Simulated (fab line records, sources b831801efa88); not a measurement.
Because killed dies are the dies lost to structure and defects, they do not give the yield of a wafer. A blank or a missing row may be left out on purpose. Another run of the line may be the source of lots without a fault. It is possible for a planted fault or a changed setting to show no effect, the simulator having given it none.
A lot that was struck, set against a sound lot | flow sky130 | 15 out of 708 route steps
Sound: the wafers L242.1, L242.2, L242.5. Struck: wafers L235.2, L235.5 (left out: L235.1, a lot-mate that was not struck); the cause follows at the end.
For every step that has rows: the tool of each side, followed by ch and its chambers, followed by its first start. Under that, the readings that differ: sound wafers | struck wafers | difference of the means | sigmas: that difference in standard deviations of wafers without a fault.
alike: a reading whose means differ by less than 2 such deviations, as well as words and numbers matching on both sides. not compared: withheld readings; readings where some wafer has no value; bounds like >300 that might hide an equal value; numbers whose values overlap and for which the record gives no deviation.
The two part at a step that has a row with sigmas, a row that says differs or no value, or rows on one side only. Numbers that don't overlap but have no deviation are shown without sigmas and don't part them. A reading missing from all wafers of one side parts the sides only when that side holds two or more wafers.

SKY_VIA3_SPUTTER_20: material TiN, target thk 20 nm, time 80 s.
  sound on pvd-sputter-01, day 44 01:51; struck on pvd-sputter-02, day 41 12:07
  alike: cathode-dc-power-W, chamber-pressure-pa, throttle-valve-pct
then, 1 step without rows for these wafers: SKY_VIA3_CVD_21 (deposits W, target thk 390 nm, time 117.31 s).
SKY_VIA3_RS_MEAS_22: a four-point-probe measurement.
  sound on film-metro-01, day 44 02:02; struck on film-metro-04, day 41 12:18
  alike: VIA3_W_RS
SKY_VIA3_THK_MEAS_23: measures by xrf.
  sound on film-metro-01, day 44 02:10; struck on film-metro-04, day 41 12:25
  alike: VIA3_W_THK
then, 1 step without rows for these wafers: SKY_VIA3_CMP_24 (polishes, stops on SiO2, t overpolish 20 s, target thk 0 nm).
SKY_METAL4_SPUTTER_00: material Ti, target thk 15 nm, time 10 s.
  sound on pvd-sputter-04, day 44 02:31; struck on pvd-sputter-04, day 41 12:47
  alike: cathode-dc-power-W, chamber-pressure-pa, throttle-valve-pct
then, 1 step without rows for these wafers: SKY_METAL4_SPUTTER_01 (material TiN, target thk 20 nm, time 16.7 s).
SKY_METAL4_SPUTTER_02: material AlCu, target thk 735 nm, time 39.1 s.
  sound on pvd-sputter-04, day 44 02:34; struck on pvd-sputter-04, day 41 12:50
  alike: cathode-dc-power-W, chamber-pressure-pa, throttle-valve-pct
then, 1 step without rows for these wafers: SKY_METAL4_SPUTTER_03 (material Ti, target thk 5 nm, time 3.3 s).
SKY_METAL4_SPUTTER_04: material TiN, target thk 70 nm, time 58.3 s.
  sound on pvd-sputter-04, day 44 02:37; struck on pvd-sputter-04, day 41 12:53
  alike: cathode-dc-power-W, chamber-pressure-pa, throttle-valve-pct
SKY_CAP2M_CVD_00: deposits SiO2, target thk 15.5 nm.
  sound on pecvd-04 ch 1,2, day 44 02:40; struck on pecvd-01 ch 0,2, day 41 12:56
  alike: heater-power-w
SKY_CAP2M_THK_MEAS_01:
  sound on film-metro-04, day 44 02:41; struck on film-metro-04, day 41 12:58
  alike: CAP2M_CVD_00_THK
SKY_CAP2M_SPUTTER_02: material TiN, target thk 200 nm, time 166.7 s.
  sound on pvd-sputter-02, day 44 02:45; struck on pvd-sputter-01, day 41 13:01
  reading                  | sound                | struck        | difference | sigmas
  chamber-pressure-pa (Pa) | 0.3983 0.3988 0.3987 | 0.3809 0.3808 | -0.0177    | -22
  throttle-valve-pct (%)   | 31.2 29.9 29.7       | 32.0 32.6     | +2.0       | +2
  alike: cathode-dc-power-W
SKY_CAP2M_RS_MEAS_03: a four-point-probe measurement.
  sound on film-metro-03, day 44 02:52; struck on film-metro-02, day 41 13:08
  reading               | sound          | struck    | difference | sigmas
  CAP2M_TIN_RS (ohm/sq) | 7.09 7.02 7.04 | 6.89 6.85 | -0.18      | -3
-- the record jumps here: 6 days lie between the struck wafers' starts before and after (it left off in module CAP2M and takes up again in module PAD_OPEN, whose first step shown is number 708 of the route) --
SKY_PAD_OPEN_PROBE_99:
  sound on prober-02, day 49 12:46; struck on prober-01, day 47 10:41
  alike: defect-limited-yield, killed_at_M0_to_M3, killed_at_M4_up, killed-at-contacts, killed-at-front-end, killed-at-other, killed-dies, killed-on-rim, killed-open, killed-short, sort_bin_3_pad_short, sort_bin_5_function, sort_bin_6_memory, sort-n-pass, sort-yield-pct

## WHERE THEY PART
Last at SKY_CAP2M_RS_MEAS_03 as far as this record goes, first at SKY_CAP2M_SPUTTER_02. Later steps at which nothing parts them and some readings are alike: SKY_PAD_OPEN_PROBE_99.

WHY: what the simulator had put in
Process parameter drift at SKY_CAP2M_SPUTTER_02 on pvd-sputter-01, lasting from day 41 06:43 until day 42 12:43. Setting chamber-pressure-pa, moved by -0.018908, from 0.4. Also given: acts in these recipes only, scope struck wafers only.
